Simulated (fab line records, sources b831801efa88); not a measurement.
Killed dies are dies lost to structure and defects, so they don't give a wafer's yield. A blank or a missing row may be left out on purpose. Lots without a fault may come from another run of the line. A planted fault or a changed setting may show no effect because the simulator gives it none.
Chamber matching | flow gf180mcu | GF_V3_CVD_02 on pecvd-01: 3 sister chambers
The step deposits SiO2 from TEOS, target thk 850 nm, time 94.851 s. 6 wafers are shown with their chamber, then 8 later ones without.

WAFERS WITH THEIR CHAMBER
wafer  | chamber | heater_power_w (W)
L227.3 | 1       | 725
L227.6 | 2       | 697
L228.1 | 1       | 661
L228.5 | 0       | 597
L228.6 | 2       | 555
L236.2 | 0       | 690

WAFERS WITHOUT THEIR CHAMBER
wafer  | heater_power_w (W)
L236.3 | 722
L236.5 | 701
L238.2 | 626
L238.3 | 704
L238.4 | 788
L240.2 | 681
L240.5 | 714
L240.6 | 720

WHICH CHAMBER EACH WENT THROUGH
wafer  | from the rows above          | in truth
L236.3 | can't be placed: 1 or 0 or 2 | 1
L236.5 | can't be placed: 1 or 0 or 2 | 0
L238.2 | can't be placed: 2 or 0 or 1 | 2
L238.3 | can't be placed: 1 or 0 or 2 | 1
L238.4 | can't be placed: 1 or 0 or 2 | 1
L240.2 | can't be placed: 1 or 0 or 2 | 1
L240.5 | can't be placed: 1 or 0 or 2 | 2
L240.6 | can't be placed: 1 or 0 or 2 | 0
Placed correctly: 0 of 8. Can't be placed from these rows: 8 (the true chamber is among the candidates in 8). Placed wrongly: 0.
How it was worked out, from the rows above alone: a wafer's distance from a chamber is the root of the sum, over the readings, of the square of ((its reading less the chamber's mean) divided by the reading's scatter). The wafer belongs to the nearest chamber; if the next one is less than 2 further off, it can't be placed. A chamber's mean is the mean of its shown wafers. The scatter: the root of (the sum of the squares of (reading less its chamber's mean) over the shown wafers, divided by (wafers less chambers)).
